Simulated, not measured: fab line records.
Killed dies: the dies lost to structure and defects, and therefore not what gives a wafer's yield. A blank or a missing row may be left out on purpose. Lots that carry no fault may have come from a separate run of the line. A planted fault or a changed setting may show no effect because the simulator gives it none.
Problem report in the 8D (eight disciplines) form, filled by code -- flow gf180mcu -- the parts of the form that need people (team, actions taken, sign-off) are left out

## 1. PROBLEM STATEMENT
Wafers free of any fault read 488.4 ohm/sq (standard deviation 1) for NWELL_RS at GF_VT_IMPLANT_RS_MEAS_47, against a mean of 481.6 ohm/sq on 6 wafers of 2 lots. That puts it -6.8 standard deviations away from the usual mean.
The step: measures by four-point-probe.
Earliest sighting: wafer L315.1 on filmMetro-02 at day 11 19:49. The record holds 39 wafers of 13 lots with a number at this step. Rule for "out" (also "out of limits"): further than 4 standard deviations from the usual mean. All remaining wafers that have a number are taken as sound.

## 2. WHAT IT IS; WHAT IT IS NOT
question,is,is not
which readings at this step,NWELL_RS,-
which lots,"L315, L322","L300, L301, L304, L305, L306, L308, L309, L310, L311, L312, L314"
which wafers of those lots,all that have a number,-
read on which gauges,"filmMetro-02, filmMetro-04",filmMetro-01
when,from day 11 19:49,up to then (33 sound wafers)

## 3. SUSPECTS, AND WHAT RULES EACH OUT
Counting: a tool stays on the suspect list if, at a process step up to the reading, it processed all lots that are out and no sound lot following the first of them.
- the gauge at GF_VT_IMPLANT_RS_MEAS_47 has been ruled out. Those wafers that are out were read across 2 gauges (filmMetro-02, filmMetro-04).
- implanter-01 at GF_NWELL_IMPLANT_09: kept. It ran every lot that is out, first L315 (day 6 18:26), and no sound lot after that; its last sound lot up to then is L314 (day 6 14:00). Out on those wafers are its own readings of doseIonsCm2.
Remaining after the count: implanter-01 at GF_NWELL_IMPLANT_09.

## 4. THE CAUSE (what the simulator had put in)
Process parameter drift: implanter-01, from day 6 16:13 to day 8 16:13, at GF_NWELL_IMPLANT_09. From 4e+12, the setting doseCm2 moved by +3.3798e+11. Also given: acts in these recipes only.
Counting left only this tool.

## 5. THE CHAIN OF EFFECTS, in route order
Each row: a reading where the mean over the struck wafers with a number is more than 3 standard deviations away from the usual. Only readings for which the record gives a usual standard deviation are gone through. hours: the time from each lot's start at the first step in this table that gives one to its start at this step, as a median over the lots. sigmas: the change in usual standard deviations.
hours,step,reading,usual,on struck wafers,change,sigmas
0,GF_NWELL_IMPLANT_09,doseIonsCm2,4e+12,4e+12,+3e+11,+85
0,GF_NWELL_IMPLANT_09,faradayCurrentUA,22.5,24.3,+1.8,+3.8
125,GF_VT_IMPLANT_RS_MEAS_47,NWELL_RS,488.4 ohm/sq,481.6,-6.8,-6.8
It contains these process steps:
- GF_NWELL_IMPLANT_09

## 6. HOW IT WOULD HAVE BEEN CAUGHT EARLIER
The first out-of-limits reading at a measuring or inspecting step in this record came at day 11 19:49, 124 hours after the fault's start at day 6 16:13.
Tool's own readings at GF_NWELL_IMPLANT_09, doseIonsCm2: out on all struck wafers the step has rows for; an alarm limit on them would have tripped on the first.
Lots out: 2; all had begun GF_NWELL_IMPLANT_09 on implanter-01 by day 11 19:49. Had the tool been put on hold then, not one of them would have been saved.
